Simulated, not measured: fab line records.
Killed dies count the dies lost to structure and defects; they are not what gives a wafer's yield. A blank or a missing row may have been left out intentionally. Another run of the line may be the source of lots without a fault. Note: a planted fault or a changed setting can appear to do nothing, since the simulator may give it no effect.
Which tool is to blame? + flow gf180mcu + 14 lots, 42 wafers sampled, at 4 steps of a route of 602

## WHAT EACH GAUGE READ, for each wafer
GF_VT_IMPLANT_TW_MEAS_32. Usual: VT_IMPLANT_3_TW gives 267 (standard deviation 3).
| lot  | measured     | on            | VT_IMPLANT_3_TW | flag |
|------|--------------|---------------|-----------------|------|
| L803 | day 7 04:38  | film metro-01 | 265 265 265     |      |
| L805 | day 7 17:55  | film metro-03 | 269 271 269     |      |
| L806 | day 7 23:58  | film metro-04 | 263 263 263     |      |
| L807 | day 8 03:56  | film metro-04 | 264 263 264     |      |
| L808 | day 8 06:55  | film metro-01 | 267 266 266     |      |
| L809 | day 8 19:59  | film metro-04 | 264 262 262     |      |
| L810 | day 8 23:26  | film metro-03 | 268 269 270     |      |
| L812 | day 9 09:40  | film metro-03 | 272 271 271     |      |
| L814 | day 10 00:59 | film metro-04 | 266 265 264     |      |
| L817 | day 10 20:29 | film metro-03 | 269 269 269     |      |
| L822 | day 12 03:32 | film metro-04 | 262 261 261     |      |
| L823 | day 12 10:43 | film metro-01 | 267 267 268     |      |
| L825 | day 12 23:17 | film metro-01 | 266 266 265     |      |
| L826 | day 13 04:10 | film metro-01 | 267 265 266     |      |

GF_POLY_GATE_THK_MEAS_17. Usual: POLY_GATE_OXIDATION_THK gives 3.99 nm (standard deviation 0.088).
| lot  | measured     | on            | POLY_GATE_OXIDATION_THK (nm) | flag |
|------|--------------|---------------|------------------------------|------|
| L803 | day 9 15:21  | film metro-04 | 4.01 3.95 3.95               |      |
| L805 | day 10 04:13 | film metro-04 | 3.98 4.01 4.02               |      |
| L806 | day 10 14:54 | film metro-04 | 3.83 3.74 3.76               |      |
| L807 | day 10 17:22 | film metro-03 | 3.93 3.98 3.98               |      |
| L808 | day 10 21:46 | film metro-03 | 3.90 3.91 3.92               |      |
| L809 | day 11 15:13 | film metro-04 | 4.03 4.06 4.10               |      |
| L810 | day 11 15:13 | film metro-02 | 4.07 4.16 4.12               |      |
| L812 | day 11 23:45 | film metro-04 | 4.11 4.14 4.12               |      |
| L814 | day 12 20:30 | film metro-02 | 4.01 3.93 4.07               |      |
| L817 | day 13 19:39 | film metro-03 | 3.93 3.96 3.91               |      |
| L822 | day 15 02:16 | film metro-04 | 3.98 4.04 3.91               |      |
| L823 | day 15 08:50 | film metro-02 | 4.08 4.04 4.00               |      |
| L825 | day 16 00:00 | film metro-04 | 3.99 4.01 4.04               |      |
| L826 | day 16 03:13 | film metro-04 | 4.08 4.21 4.09               |      |

## EACH LOT AND THE TOOL THAT RAN IT (in order: tool; ch and the chambers of the sampled wafers; start)
| lot  | GF_STI_WET_ETCH_27             | GF_VT_IMPLANT_STRIP_09               |
|------|--------------------------------|--------------------------------------|
| L803 | wet bench-03 ch 2, day 2 05:41 | plasma asher-01 ch 1, day 5 20:28    |
| L805 | wet bench-04 ch 3, day 2 16:04 | plasma asher-02 ch 0,1, day 6 08:38  |
| L806 | wet bench-03 ch 0, day 2 23:10 | plasma asher-01 ch 0,1, day 6 15:19  |
| L807 | wet bench-03 ch 2, day 3 02:55 | plasma asher-04 ch 1, day 6 19:01    |
| L808 | wet bench-01 ch 0, day 3 05:55 | plasma asher-02 ch 0,1, day 6 22:22  |
| L809 | wet bench-01 ch 0, day 3 11:44 | plasma asher-01 ch 0,1, day 7 11:02  |
| L810 | wet bench-03 ch 2, day 3 17:35 | plasma asher-04 ch 0,1, day 7 14:04  |
| L812 | wet bench-03 ch 3, day 4 01:55 | plasma asher-02 ch 0,1, day 7 23:34  |
| L814 | wet bench-03 ch 2, day 4 13:07 | plasma asher-02 ch 0,1, day 8 14:11  |
| L817 | wet bench-04 ch 2, day 5 05:43 | plasma asher-01 ch 0,1, day 9 08:31  |
| L822 | wet bench-01 ch 0, day 6 05:44 | plasma asher-04 ch 0,1, day 10 14:02 |
| L823 | wet bench-01 ch 1, day 6 10:59 | plasma asher-04 ch 1, day 10 19:55   |
| L825 | wet bench-04 ch 3, day 6 21:05 | plasma asher-01 ch 0, day 11 08:19   |
| L826 | wet bench-03 ch 3, day 7 02:24 | plasma asher-01 ch 0,1, day 11 14:01 |
- GF_STI_WET_ETCH_27: etches Si3N4 in H3PO4, target depth 160 nm, time 1825 s.
- GF_VT_IMPLANT_STRIP_09: strips in O2/N2.

## AS READ BY THE TOOLS THEMSELVES (means over the sampled wafers that have a number; for cases with no such wafer, the mark the record gives instead)
GF_STI_WET_ETCH_27. Usual: bath guard temp C 159.8 C, standard deviation 0.69; temp c 159.99 C, standard deviation 0.12.
| lot  | tool         | bath guard temp C (C) | temp c (C) | flag |
|------|--------------|-----------------------|------------|------|
| L803 | wet bench-03 | 160.6                 | 160.02     |      |
| L805 | wet bench-04 | 160.1                 | 159.92     |      |
| L806 | wet bench-03 | 159.7                 | 159.98     |      |
| L807 | wet bench-03 | 160.4                 | 159.95     |      |
| L808 | wet bench-01 | 159.1                 | 159.97     |      |
| L809 | wet bench-01 | 159.1                 | 159.96     |      |
| L810 | wet bench-03 | 158.0                 | 157.47     | OFF  |
| L812 | wet bench-03 | 156.3                 | 157.51     | OFF  |
| L814 | wet bench-03 | 158.1                 | 157.54     | OFF  |
| L817 | wet bench-04 | 160.7                 | 159.93     |      |
| L822 | wet bench-01 | 159.3                 | 159.96     |      |
| L823 | wet bench-01 | 160.2                 | 160.01     |      |
| L825 | wet bench-04 | 160.2                 | 160.03     |      |
| L826 | wet bench-03 | 158.8                 | 160.10     |      |

GF_VT_IMPLANT_STRIP_09. Usual: drypump motor current A 5.9 A, standard deviation 0.36; heater power w 318 W, standard deviation 25; oes product au 0.716 a.u., standard deviation 0.0044; strip time to endpoint s 12.64 s, standard deviation 0.041.
| lot  | tool            | drypump motor current A (A) | heater power w (W) | oes product au (a.u.) | strip time to endpoint s (s) | flag |
|------|-----------------|-----------------------------|--------------------|-----------------------|------------------------------|------|
| L803 | plasma asher-01 | 5.4                         | 303                | 0.712                 | 12.71                        |      |
| L805 | plasma asher-02 | 6.0                         | 336                | 0.714                 | 12.63                        |      |
| L806 | plasma asher-01 | 5.7                         | 282                | 0.715                 | 12.71                        |      |
| L807 | plasma asher-04 | 5.9                         | 336                | 0.720                 | 12.58                        |      |
| L808 | plasma asher-02 | 6.0                         | 332                | 0.714                 | 12.61                        |      |
| L809 | plasma asher-01 | 5.6                         | 292                | 0.713                 | 12.66                        |      |
| L810 | plasma asher-04 | 5.9                         | 333                | 0.716                 | 12.64                        |      |
| L812 | plasma asher-02 | 6.2                         | 324                | 0.718                 | 12.64                        |      |
| L814 | plasma asher-02 | 6.0                         | 338                | 0.716                 | 12.61                        |      |
| L817 | plasma asher-01 | 5.7                         | 280                | 0.718                 | 12.71                        |      |
| L822 | plasma asher-04 | 5.9                         | 330                | 0.715                 | 12.68                        |      |
| L823 | plasma asher-04 | 5.9                         | 338                | 0.714                 | 12.55                        |      |
| L825 | plasma asher-01 | 5.9                         | 271                | 0.715                 | 12.72                        |      |
| L826 | plasma asher-01 | 5.7                         | 281                | 0.714                 | 12.61                        |      |

## THE ANSWER, worked out from the rows above alone
Rule: a lot counts as off when the mean over its wafers that have a number is more than 3 standard deviations away from the usual mean. Also off: a lot with no number at a reading for which 4 or more lots have one. Where the step has rows for the other lots, those lots are counted as sound. After the gauges, taken in route order, come the tools' own readings; for these a lot's mean is taken, as printed above. At the first step where some lot is off, the reading lying furthest off is the one used; lots without a number count as furthest.
Off at GF_STI_WET_ETCH_27 (temp c): L810, L812, L814.
If a tool, at that step or one of the process steps before it, ran each lot that is off and ran no sound lot following the first of them, it fits. No candidate that was tried fits.

## WHAT THE SIMULATOR HAD INSERTED
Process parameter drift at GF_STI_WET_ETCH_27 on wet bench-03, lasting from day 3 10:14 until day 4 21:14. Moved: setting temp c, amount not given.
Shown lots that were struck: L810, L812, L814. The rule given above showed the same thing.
